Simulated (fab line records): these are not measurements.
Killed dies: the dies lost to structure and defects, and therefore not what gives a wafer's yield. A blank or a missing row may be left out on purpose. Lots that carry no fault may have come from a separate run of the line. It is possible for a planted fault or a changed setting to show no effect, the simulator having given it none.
Code-filled problem report in 8D (eight disciplines) form || flow gf180mcu || the parts of the form that need people (team, actions taken, sign-off) are left out

## 1. WHAT WENT WRONG
Wafers free of any fault read 456.7 ohm/sq (standard deviation 1.3) for MVSD_RS at GF_VT_IMPLANT_RS_MEAS_46, against a mean of 447.9 ohm/sq on 2 wafers of 2 lots. Measured from the usual mean, that is -6.7 standard deviations.
The step: measures by four-point-probe.
Seen first at day 10 22:03 on film metro-01, wafer L810.6. The record has a number at this step for 40 wafers belonging to 14 lots. The rule behind "out" and "out of limits": a value lying over 4 standard deviations away from the usual mean. All remaining wafers that have a number are taken as sound.

## 2. WHAT THIS IS AND IS NOT
{"question": "which readings at this step", "is": "MVSD_RS", "is not": "-"}
{"question": "which lots", "is": "L810, L813", "is not": "L799, L800, L801, L802, L803, L804, L805, L808, L814, L816, L818, L819"}
{"question": "which wafers of those lots", "is": "L810.6, L813.6", "is not": "L810.5, L813.4"}
{"question": "read on which gauges", "is": "film metro-01, film metro-04", "is not": "film metro-02"}
{"question": "when", "is": "from day 10 22:03", "is not": "up to then (25 sound wafers); but 13 sound wafers of L813, L814, L816, L818, L819 came after"}

## 3. SUSPECTS, AND WHAT RULES EACH OUT
Counting: any tool at a process step up to the reading remains a suspect provided it ran every lot that is out. Sound lots after the first of them don't rule it out here, since some wafers of a struck lot are sound.
- the gauge at GF_VT_IMPLANT_RS_MEAS_46 is ruled out. 2 gauges (film metro-01, film metro-04) read the wafers that are out.
- implanter-03 at GF_MVSD_IMPLANT_09: kept. It processed each lot that is out (first: L810, day 7 09:01); up to then, its last sound lot is L805 (day 5 19:20). Out on those wafers are its own readings of beam on s.
Left after counting: implanter-03 at GF_MVSD_IMPLANT_09.

## 4. THE CAUSE (what the simulator had put in)
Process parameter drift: implanter-03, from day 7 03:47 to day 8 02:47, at GF_MVSD_IMPLANT_09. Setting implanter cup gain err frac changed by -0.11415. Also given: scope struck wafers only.
After counting, this tool was the only one left.

## 5. THE EFFECT CHAIN, in route order
One row per reading whose mean, taken over the struck wafers that have a number, lies over 3 standard deviations from the usual. Only readings for which the record gives a usual standard deviation are gone through. hours: the time from each lot's start at the first step in this table that gives one to its start at this step, as a median over the lots. sigmas: the change in usual standard deviations.
{"hours": 0, "step": "GF_MVSD_IMPLANT_09", "reading": "beam on s", "usual": "9.98 s", "on struck wafers": 10.96, "change": "+0.98", "sigmas": "+4.9"}
{"hours": 0, "step": "GF_MVSD_IMPLANT_09", "reading": "faraday current uA", "usual": 28.2, "on struck wafers": 25.8, "change": -2.4, "sigmas": -4.5}
{"hours": 85, "step": "GF_VT_IMPLANT_RS_MEAS_46", "reading": "MVSD_RS", "usual": "456.7 ohm/sq", "on struck wafers": 447.9, "change": -8.8, "sigmas": -6.7}
Its process steps:
- GF_MVSD_IMPLANT_09

## 6. HOW IT WOULD HAVE BEEN CAUGHT EARLIER
90 hours passed between the start of the fault at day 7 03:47 and the first reading out of limits at a measuring or inspecting step in this record, taken at day 10 22:03.
At GF_MVSD_IMPLANT_09, the tool's own readings (beam on s) were out on each struck wafer the step has a row for, so an alarm limit on them would have fired on the first such wafer.
By day 10 22:03, every lot that is out (2) had started GF_MVSD_IMPLANT_09 on implanter-03. A hold on the tool at that time would have spared none of them.
